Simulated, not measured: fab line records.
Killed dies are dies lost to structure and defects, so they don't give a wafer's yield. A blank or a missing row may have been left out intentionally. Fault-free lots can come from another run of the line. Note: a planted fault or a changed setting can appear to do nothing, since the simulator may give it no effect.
8D (eight disciplines) problem report, filled in by code | flow gf180mcu | the parts of the form that need people (team, actions taken, sign-off) are left out

1. THE PROBLEM
Wafers without a fault read 0.856 a.u., standard deviation 0.0043; oes-product-au at GF_V2_ETCH_17 reads a mean of 0.376 a.u. on 6 wafers belonging to 2 lots. So: -99 or more standard deviations from the usual mean.
The step: etches SiO2 in C4F8/O2/Ar, stops on TiN, target depth 630 nm.
The step gives no start for some of these wafers. Wafers with a number at this step in the record: 42, from 14 lots. By rule, "out" or "out of limits" means more than 4 standard deviations away from the usual mean. All remaining wafers that have a number are taken as sound.

2. WHAT IT IS, WHAT IT ISN'T
question                    | is                     | is not
which readings at this step | oes-product-au         | chamber-pressure-mTorr
which lots                  | L891, L892             | L870, L871, L873, L874, L875, L877, L879, L880, L881, L883, L884, L886
which wafers of those lots  | all that have a number | -
read on which tools         | rie-diel-01            | rie-diel-03, rie-diel-04

3. SUSPECTS, AND WHAT RULES EACH OUT
Counting: a tool at a process step up to the reading stays a suspect if it ran every lot that is out and no sound lot after the first of them.
- rie-diel-01 at GF_V2_ETCH_16 (etches BARC in N2/H2): kept. It processed each lot that is out, first L891 at day 27 08:53, and no sound lot thereafter; up to then, the last sound lot it processed was L881 at day 24 11:04.
- rie-diel-01 at GF_V2_ETCH_17 (etches SiO2 in C4F8/O2/Ar, stops on TiN, target depth 630 nm): kept. It processed each lot that is out, first L891 at day 27 09:02, and no sound lot thereafter; up to then, the last sound lot it processed was L881 at day 24 11:12. Its own oes-product-au readings are out on those wafers. With no start given for some of its lots, GF_V2_ETCH_17 uses the hours and lot order of GF_V2_STRIP_18.
Remaining after the count are rie-diel-01 at GF_V2_ETCH_16 and rie-diel-01 at GF_V2_ETCH_17.

4. THE CAUSE (what the simulator had put in)
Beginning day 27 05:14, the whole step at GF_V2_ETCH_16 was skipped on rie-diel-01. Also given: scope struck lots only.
Counting left 2 suspects, and this tool is among them.

5. SEQUENCE OF EFFECTS, ordered by route
One row per reading whose mean, taken over the struck wafers that have a number, lies over 3 standard deviations from the usual. Scope: only readings with a usual standard deviation given in the record; hours: median across lots of the time from each lot's start at the first step in this table that gives one to its start at this step; sigmas: change in usual standard deviations.
hours | step           | reading        | usual      | on struck wafers | change | sigmas
-     | GF_V2_ETCH_17  | oes-product-au | 0.856 a.u. | 0.376            | -0.480 | -99 or more
0     | GF_V2_STRIP_18 | oes-product-au | 0.592 a.u. | 0.611            | +0.019 | +3.9
Here are the process steps it includes:
- GF_V2_ETCH_17: etches SiO2 in C4F8/O2/Ar, stops on TiN, target depth 630 nm.
- GF_V2_STRIP_18: strips in O2/N2.
Readings that are blank on the struck wafers while sound wafers have them: bias-w at GF_V2_ETCH_16; chamber-pressure-mTorr at GF_V2_ETCH_16; drypump-motor-current-A at GF_V2_ETCH_16; oes-product-au at GF_V2_ETCH_16; throttle-valve-pct at GF_V2_ETCH_16.

6. WHAT WOULD HAVE CAUGHT IT SOONER
At GF_V2_ETCH_16 the tool's readings are blank on the struck wafers, where sound wafers have them: an empty tool record is the first sign, and it was there at once.
